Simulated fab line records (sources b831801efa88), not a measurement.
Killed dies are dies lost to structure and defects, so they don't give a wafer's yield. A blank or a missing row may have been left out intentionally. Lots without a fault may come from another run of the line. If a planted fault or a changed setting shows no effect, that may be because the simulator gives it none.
Chamber matching -- flow sky130 -- SKY_VIA1_ETCH_15 on rieDiel-03: 4 sister chambers
The step etches SiO2 in C4F8/O2/Ar, stops on TiN, target depth 351 nm, time 54 s. 16 wafers are shown with their chamber, then 8 later ones without.

== WAFERS WITH THEIR CHAMBER ==
wafer,chamber,rfFwdPowerW (W),oesProductAu (a.u.)
L299.4,3,1484,0.970
L299.5,3,1490,0.983
L299.6,2,1488,0.982
L301.1,3,1493,0.984
L301.3,2,1490,0.983
L301.4,3,1497,0.981
L309.1,0,1493,0.985
L309.4,1,1486,0.981
L309.5,0,1493,0.977
L315.1,1,1500,0.964
L315.2,0,1488,0.981
L315.4,3,1485,0.982
L316.1,3,1495,0.977
L316.5,1,1502,0.983
L316.6,2,1486,0.978
L319.1,1,1488,0.984

SIGNATURES (averages over the wafers above)
reading,chamber 0,chamber 1,chamber 2,chamber 3,scatter within a chamber
rfFwdPowerW,1491.33,1494.00,1488.00,1490.67,5.52
oesProductAu,0.98100,0.97800,0.98100,0.97950,0.00612
Rule: a wafer's distance from a chamber is the root of the sum, over the readings, of the square of ((its reading less the chamber's mean) divided by the reading's scatter). If the next closest chamber is less than 2 further off than the closest, the wafer can't be placed; otherwise it belongs to the closest. The scatter is the square root of a quotient: the sum, over the shown wafers, of each reading's squared deviation from its chamber's mean, divided by wafers minus chambers.

== WAFERS MISSING THEIR CHAMBER ==
wafer,rfFwdPowerW (W),oesProductAu (a.u.)
L319.3,1489,0.976
L319.6,1490,0.983
L320.2,1492,0.972
L320.3,1488,0.980
L320.6,1493,0.987
L321.1,1489,0.973
L321.2,1492,0.978
L321.4,1496,0.980

== WHICH CHAMBER EACH WENT THROUGH ==
wafer,from the rows above,in truth
L319.3,can't be placed: 3 or 2 or 0 or 1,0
L319.6,can't be placed: 0 or 2 or 3 or 1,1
L320.2,can't be placed: 1 or 3 or 0 or 2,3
L320.3,can't be placed: 2 or 3 or 0 or 1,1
L320.6,can't be placed: 0 or 3 or 2 or 1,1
L321.1,can't be placed: 3 or 1 or 2 or 0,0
L321.2,can't be placed: 3 or 1 or 0 or 2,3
L321.4,can't be placed: 1 or 0 or 3 or 2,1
Placed correctly: 0 of 8. Unplaceable from these rows: 8, with the true chamber sitting among the candidates in 8. 0 placed wrongly.
